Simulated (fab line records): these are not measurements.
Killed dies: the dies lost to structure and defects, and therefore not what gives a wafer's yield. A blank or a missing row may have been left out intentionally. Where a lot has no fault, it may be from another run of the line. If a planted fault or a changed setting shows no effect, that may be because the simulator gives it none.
fab line records ; flow sfq-line
record lots=7; wafers=21; last-day=87
route steps=325 shown M2@96 I2@103
lots untouched by any fault: they come from a run of this same line in which no faults occurred
start-h: the number of hours between the record's first day and the start of the first shown wafer of the lot ; wait-h: time in hours since the lot's previous step ; " same as the row above ; L1.1+2: a row that stands for several wafers ; - either no value or no given start ; * or withheld: withheld ; < > ~ a bound
route shown NAME@n: NAME is a module with steps in the file, n the number in the route of the first one ; usual: the fault-free wafers' mean and standard deviation ; same: alike in all rows ; chamber/n: place in a boat ; sites: the reading at each site ; _std_site: standard deviation across them ; _edge_site: the outer-site mean with the inner-site mean subtracted ; radius-mm: for every site, how far away it sits from the centre of the wafer ; mask NAME#n: copy n ; behind: the tool/chamber that last shaped the wafer ; hold: why the lot was held/for how many hours/how that ended ; device: the transistor (n, p or np) that didn't switch ; end of line: tests of these same wafers at the route's end ; a step with no rows: only its recipe ; killed: not the wafer's yield, but the dies lost to structure and defects at the first sort ; map: the dies of a wafer, with x for killed, . for not killed, _ for no die there
set.NAME: the setting as run; set.NAME@STEP: as run at that earlier step ; model.NAME: the simulator's own value behind a step, which no gauge read
lots seen at some steps along the route; tables by step, rows by wafer
services: from which hour (start-h, from the record's first day; less than 0 if before it) a tool's chamber was out of use, for how many hours, and why
## steps
# step SFQ_TRILAYER_M2_LITHO_PEB_060
# recipe peb-temp-c=115; peb-time-s=60; resist=KrF
# step SFQ_TRILAYER_M2_LITHO_DEVELOP_059
# recipe time-s=60; resist=KrF
# step SFQ_M2_OVL_MEAS_916
# usual M2_OVL=4/6.5
lot.wafer;tool;chamber;start-h;wait-h;M2_OVL[nm]
L346.1;overlay-01;-;735.53;0.1;1
L346.3;overlay-01;-;735.53;0.1;1
L346.5;overlay-01;-;735.53;0.1;2
L354.1;overlay-02;-;807.18;0.1;13
L354.2;overlay-02;-;807.18;0.1;12
L354.6;overlay-02;-;807.18;0.1;16
L355.2;overlay-01;-;814.39;0.1;4
L355.4;overlay-01;-;814.39;0.1;0
L355.5;overlay-01;-;814.39;0.1;-9
L356.2;overlay-01;-;822.79;0.1;5
L356.3;overlay-01;-;822.79;0.1;-4
L356.5;overlay-01;-;822.79;0.1;-4
L358.2;overlay-02;-;843.01;0.1;3
L358.3;overlay-02;-;843.01;0.1;-3
L358.4;overlay-02;-;843.01;0.1;-3
L366.2;overlay-02;-;914.75;0.1;7
L366.4;overlay-02;-;914.75;0.1;13
L366.5;overlay-02;-;914.75;0.1;5
L367.1;overlay-02;-;921.95;0.1;5
L367.3;overlay-02;-;921.95;0.1;-2
L367.4;overlay-02;-;921.95;0.1;-2
# step SFQ_TRILAYER_M2_BARC_OPEN_METAL_ETCH_077
# recipe mask-material=PR; chemistry=O2; target-depth-nm=125; target=BARC; icp-w=600; bias-w=80; pressure-mtorr=10; time-s=41.7
# step SFQ_TRILAYER_M2_ETCH_METAL_ETCH_060
# recipe target=Nb; stop-on=SiO2; mask-material=PR; chemistry=Cl2/Ar; target-depth-nm=240; icp-w=600; bias-w=80; pressure-mtorr=10; time-s=120
# usual drypump-motor-current-A=6.01/0.16; oes-product-au=0.897/0.0085
lot.wafer;tool;chamber;start-h;wait-h;drypump-motor-current-A;oes-product-au;rf-hours-counter-h
L346.1;rie-metal-01;0;735.63;0.0;6.11;0.888;47
L346.3;rie-metal-01;0;735.63;0.0;6.12;0.891;-
L346.5;rie-metal-01;1;735.63;0.0;6.29;0.895;-
L354.1;rie-metal-03;1;807.27;0.0;5.95;0.897;122
L354.2;rie-metal-03;0;807.27;0.0;5.93;0.890;56
L354.6;rie-metal-03;1;807.27;0.0;5.97;0.906;-
L355.2;rie-metal-01;1;814.48;0.0;6.25;0.910;105
L355.4;rie-metal-01;1;814.48;0.0;6.26;0.905;-
L355.5;rie-metal-01;1;814.48;0.0;6.25;0.908;-
L356.2;rie-metal-01;1;822.88;0.0;6.31;0.894;106
L356.3;rie-metal-01;0;822.88;0.0;6.16;0.902;-
L356.5;rie-metal-01;0;822.88;0.0;6.10;0.899;-
L358.2;rie-metal-01;0;843.10;0.0;6.07;0.894;62
L358.3;rie-metal-01;1;843.10;0.0;6.31;0.897;-
L358.4;rie-metal-01;0;843.10;0.0;6.08;0.886;-
L366.2;rie-metal-03;0;914.84;0.0;5.95;0.905;69
L366.4;rie-metal-03;1;914.84;0.0;5.95;0.896;-
L366.5;rie-metal-03;1;914.84;0.0;5.96;0.892;-
L367.1;rie-metal-02;1;922.04;0.0;5.71;0.908;50
L367.3;rie-metal-02;1;922.04;0.0;5.71;0.895;-
L367.4;rie-metal-02;0;922.04;0.0;5.62;0.912;-
# step SFQ_TRILAYER_M2_STRIP_STRIP_061
# recipe gas=O2; power-w=200; platen-temp-c=40; overash-fraction=0.65; chemistry=O2; pressure-mtorr=50
# usual drypump-motor-current-A=6.01/0.16; oes-product-au=0.997/0.0099
lot.wafer;tool;chamber;start-h;wait-h;drypump-motor-current-A;oes-product-au;rf-hours-counter-h
L346.1;rie-metal-01;0;735.75;0.1;6.12;1.006;47
L346.3;rie-metal-01;0;735.75;0.1;6.09;1.003;-
L346.5;rie-metal-01;1;735.75;0.1;6.29;0.986;-
L354.1;rie-metal-03;1;807.40;0.1;5.94;1.006;122
L354.2;rie-metal-03;0;807.40;0.1;5.94;0.999;56
L354.6;rie-metal-03;1;807.40;0.1;5.94;1.011;-
L355.2;rie-metal-01;1;814.61;0.1;6.32;1.004;105
L355.4;rie-metal-01;1;814.61;0.1;6.28;0.996;-
L355.5;rie-metal-01;1;814.61;0.1;6.30;1.008;-
L356.2;rie-metal-01;1;823.01;0.1;6.27;0.995;107
L356.3;rie-metal-01;0;823.01;0.1;6.08;1.010;-
L356.5;rie-metal-01;0;823.01;0.1;6.11;1.011;-
L358.2;rie-metal-01;0;843.22;0.1;6.15;1.002;62
L358.3;rie-metal-01;1;843.22;0.1;6.33;0.985;-
L358.4;rie-metal-01;0;843.22;0.1;6.16;1.009;-
L366.2;rie-metal-03;0;914.97;0.1;5.93;0.994;70
L366.4;rie-metal-03;1;914.97;0.1;5.95;1.001;-
L366.5;rie-metal-03;1;914.97;0.1;5.95;1.008;-
L367.1;rie-metal-02;1;922.17;0.1;5.72;0.998;50
L367.3;rie-metal-02;1;922.17;0.1;5.75;0.994;-
L367.4;rie-metal-02;0;922.17;0.1;5.65;1.004;-
# step SFQ_TRILAYER_M2_STRIP_SOLV_CLEAN_062
# recipe chemistry=NMP; temp-c=70; time-s=600
# step SFQ_TRILAYER_I2_DEP_PECVD_063
# recipe material=SiO2; temp-c=150; time-s=111.11; pressure-torr=2.4; rf-w=183.3; precursor=SiH4/N2O; target-thk-nm=500
# usual heater-power-w=82/10; throttle-valve-pct=25.7/1.4
lot.wafer;tool;chamber;start-h;wait-h;heater-power-w;throttle-valve-pct
L346.1;pecvd-01;0;736.53;0.0;78;26.4
L346.3;pecvd-01;2;736.53;0.0;76;28.3
L346.5;pecvd-01;0;736.53;0.0;78;26.6
L354.1;pecvd-01;2;808.17;0.0;64;28.6
L354.2;pecvd-01;0;808.17;0.0;67;26.8
L354.6;pecvd-01;0;808.17;0.0;70;26.9
L355.2;pecvd-04;0;815.38;0.0;81;24.1
L355.4;pecvd-04;2;815.38;0.0;71;25.7
L355.5;pecvd-04;1;815.38;0.0;92;25.0
L356.2;pecvd-01;2;823.78;0.0;75;28.9
L356.3;pecvd-01;1;823.78;0.0;90;24.7
L356.5;pecvd-01;1;823.78;0.0;91;24.8
L358.2;pecvd-04;2;844.00;0.0;71;25.5
L358.3;pecvd-04;1;844.00;0.0;95;25.1
L358.4;pecvd-04;2;844.00;0.0;74;25.1
L366.2;pecvd-02;2;915.74;0.0;84;25.3
L366.4;pecvd-02;1;915.74;0.0;76;25.2
L366.5;pecvd-02;2;915.74;0.0;86;26.0
L367.1;pecvd-02;2;923.12;0.0;99;25.6
L367.3;pecvd-02;1;923.12;0.0;86;25.6
L367.4;pecvd-02;0;923.12;0.0;88;27.1
# step SFQ_TRILAYER_I2_CMP_CMP_064
# recipe material=SiO2; down-force-psi=3; platen-rpm=60; pad-velocity-m-s=0.94248
# step SFQ_I2_BOW_MEAS_917
# recipe mode=bow
# usual I2_BOW=1/9.2
lot.wafer;tool;chamber;start-h;wait-h;I2_BOW[um]
L346.1;film-metro-04;-;739.60;2.5;-1
L346.3;film-metro-04;-;739.60;2.5;-18
L346.5;film-metro-04;-;739.60;2.5;14
L354.1;film-metro-01;-;827.44;1.0;-16
L354.2;film-metro-01;-;827.44;1.0;1
L354.6;film-metro-01;-;827.44;1.0;14
L355.2;film-metro-04;-;830.46;1.0;7
L355.4;film-metro-04;-;830.46;1.0;6
L355.5;film-metro-04;-;830.46;1.0;0
L356.2;film-metro-03;-;836.46;1.5;14
L356.3;film-metro-03;-;836.46;1.5;8
L356.5;film-metro-03;-;836.46;1.5;12
L358.2;film-metro-01;-;847.10;1.5;-2
L358.3;film-metro-01;-;847.10;1.5;-7
L358.4;film-metro-01;-;847.10;1.5;-8
L366.2;film-metro-03;-;918.84;2.5;17
L366.4;film-metro-03;-;918.84;2.5;20
L366.5;film-metro-03;-;918.84;2.5;19
L367.1;film-metro-03;-;926.20;1.5;1
L367.3;film-metro-03;-;926.20;1.5;7
L367.4;film-metro-03;-;926.20;1.5;11
# step SFQ_TRILAYER_I2_METRO_MEASURE_065
# usual thk-nm=200.7/0.93
lot.wafer;tool;chamber;start-h;wait-h;thk-nm
L346.1;film-metro-04;-;739.72;0.1;201.7
L346.3;film-metro-04;-;739.72;0.1;199.8
L346.5;film-metro-04;-;739.72;0.1;201.0
L354.1;film-metro-01;-;827.56;0.1;201.8
L354.2;film-metro-01;-;827.56;0.1;200.9
L354.6;film-metro-01;-;827.56;0.1;199.9
L355.2;film-metro-04;-;830.76;0.3;200.5
L355.4;film-metro-04;-;830.76;0.3;200.4
L355.5;film-metro-04;-;830.76;0.3;200.5
L356.2;film-metro-03;-;836.76;0.3;200.6
L356.3;film-metro-03;-;836.76;0.3;200.1
L356.5;film-metro-03;-;836.76;0.3;200.9
L358.2;film-metro-01;-;847.40;0.3;201.0
L358.3;film-metro-01;-;847.40;0.3;201.7
L358.4;film-metro-01;-;847.40;0.3;202.3
L366.2;film-metro-03;-;919.14;0.3;200.3
L366.4;film-metro-03;-;919.14;0.3;201.0
L366.5;film-metro-03;-;919.14;0.3;200.8
L367.1;film-metro-03;-;926.32;0.1;201.1
L367.3;film-metro-03;-;926.32;0.1;201.6
L367.4;film-metro-03;-;926.32;0.1;201.9
# step SFQ_TRILAYER_I2_VIA_LITHO_COAT_072
# recipe resist=BARC; spin-rpm=3000; resist-thk-nm=62
# step SFQ_TRILAYER_I2_VIA_LITHO_COAT_067
# recipe resist=KrF; spin-rpm=3000; resist-thk-nm=650
# usual spin-speed-rpm=2999.9/1.8
lot.wafer;tool;chamber;start-h;wait-h;spin-speed-rpm;model.KrF_of_TRILAYER_I2_VIA_LITHO_COAT_067.thk-nm
L346.1;litho-track-03;0;741.22;0.2;3000.2;649.8
L346.3;litho-track-03;0;741.22;0.2;2998.3;649
L346.5;litho-track-03;0;741.22;0.2;2998.6;652
L354.1;litho-track-02;0;829.06;0.2;2997.1;610.3
L354.2;litho-track-02;0;829.06;0.2;2998.9;609.7
L354.6;litho-track-02;0;829.06;0.2;2996.7;608.5
L355.2;litho-track-01;0;832.11;0.2;2999.2;649.4
L355.4;litho-track-01;0;832.11;0.2;2997.8;649.8
L355.5;litho-track-01;0;832.11;0.2;2998.9;648.3
L356.2;litho-track-02;0;838.11;0.2;2998.9;609.5
L356.3;litho-track-02;0;838.11;0.2;2999.4;608.4
L356.5;litho-track-02;0;838.11;0.2;3001.1;609.1
L358.2;litho-track-02;0;848.75;0.2;2999.5;607.2
L358.3;litho-track-02;0;848.75;0.2;2997.9;607.6
L358.4;litho-track-02;0;848.75;0.2;2999.7;607
L366.2;litho-track-02;0;920.49;0.2;2997.0;647.9
L366.4;litho-track-02;0;920.49;0.2;2998.3;646.4
L366.5;litho-track-02;0;920.49;0.2;2996.0;648.3
L367.1;litho-track-01;0;927.82;0.2;2997.4;649.1
L367.3;litho-track-01;0;927.82;0.2;3002.9;647.7
L367.4;litho-track-01;0;927.82;0.2;3000.7;651.2
# step SFQ_TRILAYER_I2_VIA_LITHO_SOFTBAKE_071
# recipe temp-c=withheld; time-s=withheld; resist=KrF
# step SFQ_TRILAYER_I2_VIA_LITHO_EXPOSE_068
# recipe mask-id=I2; na=0.6; source-shape=conventional; sigma-outer=0.65; target-cd-nm=500; dose-mj=21.3
# step SFQ_TRILAYER_I2_VIA_LITHO_PEB_070
# recipe peb-temp-c=115; peb-time-s=60; resist=KrF
# step SFQ_TRILAYER_I2_VIA_LITHO_DEVELOP_069
# recipe time-s=60; resist=KrF
# step SFQ_I2_OVL_MEAS_918
# usual I2_OVL=-1/5.7
lot.wafer;tool;chamber;start-h;wait-h;I2_OVL[nm]
L346.1;overlay-02;-;888.35;0.1;9
L346.3;overlay-02;-;888.35;0.1;11
L346.5;overlay-02;-;888.35;0.1;3
L354.1;overlay-02;-;966.81;0.1;-4
L354.2;overlay-02;-;966.81;0.1;-9
L354.6;overlay-02;-;966.81;0.1;-7
L355.2;overlay-02;-;971.62;0.1;-6
L355.4;overlay-02;-;971.62;0.1;-8
L355.5;overlay-02;-;971.62;0.1;-7
L356.2;overlay-02;-;977.62;0.1;9
L356.3;overlay-02;-;977.62;0.1;6
L356.5;overlay-02;-;977.62;0.1;5
L358.2;overlay-01;-;988.87;0.1;5
L358.3;overlay-01;-;988.87;0.1;5
L358.4;overlay-01;-;988.87;0.1;9
L366.2;overlay-02;-;1056.32;0.1;-5
L366.4;overlay-02;-;1056.32;0.1;-3
L366.5;overlay-02;-;1056.32;0.1;0
L367.1;overlay-02;-;1064.71;0.1;-3
L367.3;overlay-02;-;1064.71;0.1;-1
L367.4;overlay-02;-;1064.71;0.1;-3
# step SFQ_TRILAYER_I2_VIA_BARC_OPEN_VIA_ETCH_096
# recipe mask-material=PR; chemistry=O2; target-depth-nm=125; target=BARC; source-w=500; bias-w=80; pressure-mtorr=30; time-s=41.7
# step SFQ_TRILAYER_I2_VIA_ETCH_VIA_ETCH_070
# recipe target=SiO2; stop-on=Nb; mask-material=PR; taper-deg=20; chemistry=CHF3; target-depth-nm=260; source-w=500; bias-w=80; pressure-mtorr=30; time-s=withheld
# usual drypump-motor-current-A=5.7/0.42; oes-product-au=0.856/0.005
lot.wafer;tool;chamber;start-h;wait-h;drypump-motor-current-A;oes-product-au;model.KrF_of_TRILAYER_I2_VIA_LITHO_COAT_067.thk-nm
L346.1;rie-diel-03;2;888.42;0.0;6.6;0.861;524.4
L346.3;rie-diel-03;1;888.42;0.0;5.3;0.857;529.9
L346.5;rie-diel-03;0;888.42;0.0;6.1;0.854;530.8
L354.1;rie-diel-04;0;966.89;0.0;5.3;0.865;489.9
L354.2;rie-diel-04;1;966.89;0.0;6.0;0.861;487.6
L354.6;rie-diel-04;2;966.89;0.0;5.6;0.856;485.9
L355.2;rie-diel-04;2;971.69;0.0;5.6;0.859;526.5
L355.4;rie-diel-04;1;971.69;0.0;6.0;0.855;528.1
L355.5;rie-diel-04;1;971.69;0.0;6.0;0.857;526.6
L356.2;rie-diel-01;1;977.69;0.0;5.9;0.853;489.8
L356.3;rie-diel-01;3;977.69;0.0;5.2;0.854;485.1
L356.5;rie-diel-01;3;977.69;0.0;5.2;0.855;486.1
L358.2;rie-diel-01;2;988.94;0.0;6.0;0.863;484.9
L358.3;rie-diel-01;3;988.94;0.0;5.2;0.865;483.8
L358.4;rie-diel-01;0;988.94;0.0;5.8;0.860;480.8
L366.2;rie-diel-04;0;1056.39;0.0;5.3;0.854;526.2
L366.4;rie-diel-04;2;1056.39;0.0;5.6;0.856;523.8
L366.5;rie-diel-04;3;1056.39;0.0;5.4;0.859;525.4
L367.1;rie-diel-03;3;1064.79;0.0;6.3;0.862;525.8
L367.3;rie-diel-03;1;1064.79;0.0;5.3;0.859;526.8
L367.4;rie-diel-03;1;1064.79;0.0;5.2;0.847;531.1
# step SFQ_TRILAYER_I2_VIA_STRIP_STRIP_071
# recipe gas=O2; power-w=200; platen-temp-c=40; overash-fraction=0.65; chemistry=O2; pressure-mtorr=50
# usual drypump-motor-current-A=5.9/0.35; oes-product-au=1.003/0.012
lot.wafer;tool;chamber;start-h;wait-h;drypump-motor-current-A;oes-product-au;rf-hours-counter-h
L346.1;rie-metal-02;1;888.54;-;5.7;0.988;47
L346.3;rie-metal-02;0;888.54;-;5.6;1.017;-
L346.5;rie-metal-02;0;888.54;-;5.7;1.007;-
L354.1;rie-metal-01;1;967.00;-;6.2;1.018;125
L354.2;rie-metal-01;0;967.00;-;6.1;1.017;78
L354.6;rie-metal-01;0;967.00;-;6.1;1.012;-
L355.2;rie-metal-04;1;971.80;-;5.8;0.985;135
L355.4;rie-metal-04;1;971.80;-;5.8;0.983;-
L355.5;rie-metal-04;1;971.80;-;5.9;0.981;-
L356.2;rie-metal-01;0;977.80;-;6.1;1.009;80
L356.3;rie-metal-01;1;977.80;-;6.3;1.026;-
L356.5;rie-metal-01;0;977.80;-;6.1;1.001;-
L358.2;rie-metal-04;0;989.05;-;5.0;0.999;46
L358.3;rie-metal-04;0;989.05;-;5.0;0.998;-
L358.4;rie-metal-04;1;989.05;-;5.8;0.991;-
L366.2;rie-metal-01;1;1056.50;-;6.3;1.002;137
L366.4;rie-metal-01;0;1056.50;-;6.1;1.010;-
L366.5;rie-metal-01;1;1056.50;-;6.3;0.996;-
L367.1;rie-metal-01;0;1064.90;-;6.1;1.015;91
L367.3;rie-metal-01;0;1064.90;-;6.1;1.008;-
L367.4;rie-metal-01;0;1064.90;-;6.1;1.006;-
## services
tool;chamber;start-h;hours;kind
pecvd-01;-;726.47;2.9;repair
film-metro-03;-;748.68;1.2;pm
pecvd-01;2;761.71;28.6;repair
film-metro-03;-;773.67;0.9;pm
rie-metal-02;-;800.98;2.8;pm
film-metro-03;-;812.52;1.9;pm
rie-metal-02;1;827.57;4.6;repair
rie-metal-03;-;850.24;2.8;pm
rie-diel-04;2;852.95;5.7;repair
rie-metal-01;-;854.49;0.2;repair
film-metro-03;-;892.34;1.5;repair
rie-metal-02;-;909.64;1.3;repair
pecvd-01;2;910.19;17.1;repair
rie-diel-04;0;923.34;4.5;repair
rie-metal-03;1;937.22;29.3;repair
rie-metal-01;-;942.93;0.4;repair
rie-metal-02;-;961.00;14.6;pm
rie-diel-04;3;988.01;1.3;repair
film-metro-03;-;993.68;0.4;pm
rie-diel-04;0;1014.73;5.4;repair
film-metro-03;-;1018.82;0.5;pm
rie-metal-01;-;1039.08;1.4;pm
rie-metal-02;1;1039.39;2.0;repair
rie-metal-01;1;1057.13;5.2;repair
## key
first-sign none at tools or gauges
model-effect step=SFQ_TRILAYER_I2_VIA_LITHO_COAT_067; value=KrF_of_TRILAYER_I2_VIA_LITHO_COAT_067.thk-nm; without=648.2; struck=608.6
model-effect step=SFQ_TRILAYER_I2_VIA_ETCH_VIA_ETCH_070; value=KrF_of_TRILAYER_I2_VIA_LITHO_COAT_067.thk-nm; without=525.6; struck=486
met-at SFQ_TRILAYER_I2_VIA_LITHO_COAT_067
struck-wafers L354.1,L354.2,L354.6,L356.2,L356.3,L356.5,L358.2,L358.3,L358.4
fault kind=process-parameter-drift; tool=litho-track-02; chamber=-; onset-h=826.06; steps=SFQ_TRILAYER_I2_VIA_LITHO_COAT_067; channel=resist-thk-nm; offset=-39.729; shape=step; end-h=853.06; acts-in=these-recipes-only; stated=650
